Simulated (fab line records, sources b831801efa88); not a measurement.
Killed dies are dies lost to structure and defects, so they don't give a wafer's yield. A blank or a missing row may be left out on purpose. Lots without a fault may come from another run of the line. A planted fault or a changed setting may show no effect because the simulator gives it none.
Which tool did it? | flow gf180mcu | 6 lots, 18 wafers sampled, at 3 steps of a route of 602

WHAT THE GAUGES READ, wafer by wafer
GF_LVPWELL_TW_MEAS_11.
lot  | measured    | on            | LVPWELL_TW
L324 | day 4 09:17 | film_metro-01 | 552 550 551
L328 | day 5 08:49 | film_metro-04 | 555 557 557
L331 | day 6 01:03 | film_metro-04 | 554 555 557
L335 | day 6 23:40 | film_metro-03 | 556 561 563
L339 | day 7 22:02 | film_metro-01 | 556 552 555
L344 | day 8 22:48 | film_metro-04 | 553 557 554

WHICH TOOL RAN EACH LOT (tool, then ch and the chambers of the sampled wafers, then the start)
lot  | GF_STI_ETCH_14                  | GF_DNWELL_STRIP_08
L324 | rie_si-02 ch 1,2, day 2 12:23   | plasma_asher-04 ch 0,1, day 3 06:04
L328 | rie_si-01 ch 0,2, day 3 09:27   | plasma_asher-04 ch 0,1, day 4 04:02
L331 | rie_si-02 ch 0,2,3, day 4 00:20 | plasma_asher-04 ch 0,1, day 4 18:51
L335 | rie_si-01 ch 1,3, day 4 21:14   | plasma_asher-01 ch 0,1, day 5 16:01
L339 | rie_si-02 ch 1,2,3, day 5 17:51 | plasma_asher-01 ch 0,1, day 6 13:47
L344 | rie_si-02 ch 0,1,3, day 6 19:18 | plasma_asher-03 ch 0, day 7 15:39
- GF_STI_ETCH_14: etches Si in HBr/Cl2/O2, target depth 360 nm, time 102.9 s.
- GF_DNWELL_STRIP_08: strips in O2/N2.

THE ANSWER, worked out from the rows above alone
Rule: what is usual is taken from the lots themselves. Put in order of their means at a reading, lots are off if they are a third of the lots or fewer, leave a main group of 4 or more, and stand apart from it by a gap of 3 or more times the standard deviation of the main group's means; of several such gaps the widest counts. A main group whose means are all the same, to the digits that the tables above print for the reading, isn't used. A lot without any number at a reading at which 4 lots or more have one is off too. The other lots that the step has rows for count as sound.
No lot is off at any reading shown: from this, nothing can be told.

WHAT THE SIMULATOR HAD PUT IN
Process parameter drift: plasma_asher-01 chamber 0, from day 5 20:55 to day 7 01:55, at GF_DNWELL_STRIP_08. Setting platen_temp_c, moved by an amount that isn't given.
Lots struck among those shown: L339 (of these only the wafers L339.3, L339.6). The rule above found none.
